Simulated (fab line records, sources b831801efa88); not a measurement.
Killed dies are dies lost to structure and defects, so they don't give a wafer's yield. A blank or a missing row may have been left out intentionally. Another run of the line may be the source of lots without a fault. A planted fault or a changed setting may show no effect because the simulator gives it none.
Problem report, 8D (eight disciplines) form, completed by code :: flow sfq-line :: the parts of the form that need people (team, actions taken, sign-off) are left out

## 1. WHAT IS WRONG
thk-nm at SFQ_TRILAYER_I6_METRO_MEASURE_167 reads a mean of 181.8 nm on 2 wafers of 1 lot; wafers without a fault read 200.7 nm with a standard deviation of 1. That puts it -19 standard deviations away from the usual mean.
First observed at day 80 06:28: wafer L799.4, on film-metro-02. Wafers with a number at this step in the record: 33, from 11 lots. By rule, "out" or "out of limits" means more than 4 standard deviations away from the usual mean. The other wafers with a number count as sound.

## 2. WHAT IT IS, WHAT IT ISN'T
question: which readings at this step
is: thk-nm
is not: -

question: which lots
is: L799
is not: L791, L792, L793, L794, L795, L801, L806, L807, L808, L814

question: which wafers of those lots
is: L799.4, L799.5
is not: L799.3

question: read on which tools
is: film-metro-02
is not: film-metro-01, film-metro-04

question: when
is: from day 80 06:28
is not: up to then (16 sound wafers); but 15 sound wafers of L801, L806, L807, L808, L814 came after

## 3. WHAT RULES OUT EACH SUSPECT
Counting: any tool at a process step up to the reading remains a suspect provided it ran every lot that is out. Sound lots after the first of them don't rule it out here, since some wafers of a struck lot are sound.
- pvd-sputter-04 at SFQ_TRILAYER_JJ_TRILAYER_DEP_SPUTTER_109 (material Nb, target thk 150 nm, time 100 s): kept. It ran the lot that is out, L799 (day 59 00:28); its last sound lot up to then is L791 (day 55 02:49).
- rie-metal-04 at SFQ_TRILAYER_JJ_CE_ETCH_RIE_118 (chemistry SF6, target Nb, stops on Al2O3, time 97.7 s, target depth 170 nm): kept. It ran the lot that is out, L799 (day 63 23:59); its last sound lot up to then is L794 (day 61 05:36).
- cmp-01 at SFQ_TRILAYER_I6_CMP_CMP_166 (polishes SiO2): kept. It ran the lot that is out, L799 (day 80 02:56); its last sound lot up to then is L793 (day 66 11:45).
- film-metro-02 at SFQ_TRILAYER_I6_METRO_MEASURE_167: kept. It ran the lot that is out, L799 (day 80 06:28); its last sound lot up to then is L794 (day 66 20:32). Its own thk-nm readings are out on those wafers.
- At SFQ_TRILAYER_I6_CMP_CMP_166 on cmp-01, chamber 0 took the sound wafers of the same lots and chamber 1 took the wafers that are out.
Left after counting: pvd-sputter-04 at SFQ_TRILAYER_JJ_TRILAYER_DEP_SPUTTER_109, rie-metal-04 at SFQ_TRILAYER_JJ_CE_ETCH_RIE_118, cmp-01 at SFQ_TRILAYER_I6_CMP_CMP_166, film-metro-02 at SFQ_TRILAYER_I6_METRO_MEASURE_167.

## 4. THE CAUSE (what the simulator had put in)
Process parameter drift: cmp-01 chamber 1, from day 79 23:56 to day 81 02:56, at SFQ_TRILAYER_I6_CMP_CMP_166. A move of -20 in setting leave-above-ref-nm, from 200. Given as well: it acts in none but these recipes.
4 suspects survive the count, and this tool is in that group.

## 5. THE CHAIN OF EFFECTS, in route order
Rows list readings where the struck wafers' mean (over those with a number) sits beyond 3 standard deviations from the usual. Readings are gone through only where the record gives a usual standard deviation; hours: the median, over the lots, of the time from a lot's start at the first step in this table giving one to that lot's start at this step; sigmas: the change measured in usual standard deviations.
hours: 0
step: SFQ_TRILAYER_I6_METRO_MEASURE_167
reading: thk-nm
usual: 200.7 nm
on struck wafers: 181.8
change: -18.9
sigmas: -19

hours: 5
step: SFQ_TRILAYER_I6_VIA_ETCH_VIA_ETCH_172
reading: oes-product-au
usual: 0.856 a.u.
on struck wafers: 0.820
change: -0.036
sigmas: -5.9
Its process steps:
- SFQ_TRILAYER_I6_METRO_MEASURE_167
- SFQ_TRILAYER_I6_VIA_ETCH_VIA_ETCH_172: etches SiO2 in CHF3, stops on Nb, target depth 260 nm.
Later steps that measure or inspect, where all struck wafers having a row at the step show a number for every such reading and not one has moved that far: SFQ_I7_BOW_MEAS_946.

## 6. WHAT WOULD HAVE CAUGHT IT SOONER
In this record no reading fell out of limits until day 80 06:28, 7 hours after the fault had begun at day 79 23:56.
Of the tool readings at SFQ_TRILAYER_I6_CMP_CMP_166 for which the record gives a usual standard deviation, none was out on any struck wafer, so an alarm limit of 4 standard deviations on them would not have fired.
By day 80 06:28 the whole set of lots that are out, 1 in number, had already begun SFQ_TRILAYER_I6_CMP_CMP_166 on cmp-01. None of them would have been spared by holding the tool at that moment.
